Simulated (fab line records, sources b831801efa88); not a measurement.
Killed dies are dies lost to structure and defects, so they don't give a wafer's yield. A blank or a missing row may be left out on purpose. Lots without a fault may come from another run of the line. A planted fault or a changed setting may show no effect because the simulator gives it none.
Chamber matching | flow sky130 | SKY_FIELD_ISO_ETCH_14 on rie_diel-01: 4 sister chambers
The step etches BARC in N2/H2, stops on SiO2, time 45.9 s, target depth 60 nm. 18 wafers are shown with their chamber, then 9 later ones without.

WAFERS WITH THEIR CHAMBER
wafer  | chamber | drypump_motor_current_A (A) | throttle_valve_pct (%) | oes_product_au (a.u.)
L074.1 | 2       | 5.5                         | 13.225                 | 0.855
L074.3 | 1       | 5.8                         | 13.223                 | 0.858
L074.5 | 1       | 5.8                         | 13.231                 | 0.853
L076.2 | 0       | 5.2                         | 13.234                 | 0.853
L076.4 | 2       | 5.4                         | 13.220                 | 0.856
L076.5 | 3       | 5.0                         | 13.233                 | 0.861
L083.2 | 3       | 5.0                         | 13.229                 | 0.858
L083.4 | 2       | 5.5                         | 13.215                 | 0.855
L083.6 | 1       | 5.8                         | 13.242                 | 0.850
L088.2 | 3       | 5.0                         | 13.218                 | 0.854
L088.4 | 1       | 5.8                         | 13.229                 | 0.851
L088.5 | 2       | 5.5                         | 13.221                 | 0.858
L089.3 | 3       | 5.0                         | 13.220                 | 0.857
L089.4 | 1       | 5.8                         | 13.212                 | 0.855
L089.5 | 3       | 5.0                         | 13.222                 | 0.842
L090.1 | 2       | 5.5                         | 13.229                 | 0.854
L090.3 | 3       | 5.0                         | 13.218                 | 0.855
L090.4 | 1       | 5.8                         | 13.215                 | 0.866

SIGNATURES (means of the wafers above)
reading                 | chamber 0 | chamber 1 | chamber 2 | chamber 3 | scatter within a chamber
drypump_motor_current_A | 5.200     | 5.800     | 5.480     | 5.000     | 0.0239
throttle_valve_pct      | 13.23400  | 13.22533  | 13.22200  | 13.22333  | 0.00811
oes_product_au          | 0.85300   | 0.85550   | 0.85560   | 0.85450   | 0.00535
Rule: a wafer's distance from a chamber is the root of the sum, over the readings, of the square of ((its reading less the chamber's mean) divided by the reading's scatter). The wafer belongs to the nearest chamber; if the next one is less than 2 further off, it can't be placed. The scatter: the root of (the sum of the squares of (reading less its chamber's mean) over the shown wafers, divided by (wafers less chambers)).

WAFERS WITHOUT THEIR CHAMBER
wafer  | drypump_motor_current_A (A) | throttle_valve_pct (%) | oes_product_au (a.u.)
L092.1 | 5.2                         | 13.220                 | 0.858
L092.2 | 5.0                         | 13.224                 | 0.856
L092.4 | 5.8                         | 13.235                 | 0.845
L094.1 | 5.5                         | 13.215                 | 0.858
L094.3 | 5.2                         | 13.236                 | 0.860
L094.5 | 5.5                         | 13.227                 | 0.853
L097.1 | 5.4                         | 13.218                 | 0.862
L097.3 | 5.8                         | 13.227                 | 0.857
L097.4 | 5.0                         | 13.223                 | 0.864

WHICH CHAMBER EACH WENT THROUGH
wafer  | from the rows above | in truth
L092.1 | 0                   | 0
L092.2 | 3                   | 3
L092.4 | 1                   | 1
L094.1 | 2                   | 2
L094.3 | 0                   | 0
L094.5 | 2                   | 2
L097.1 | 2                   | 2
L097.3 | 1                   | 1
L097.4 | 3                   | 3
Placed correctly: 9 of 9. Can't be placed from these rows: 0. Placed wrongly: 0.
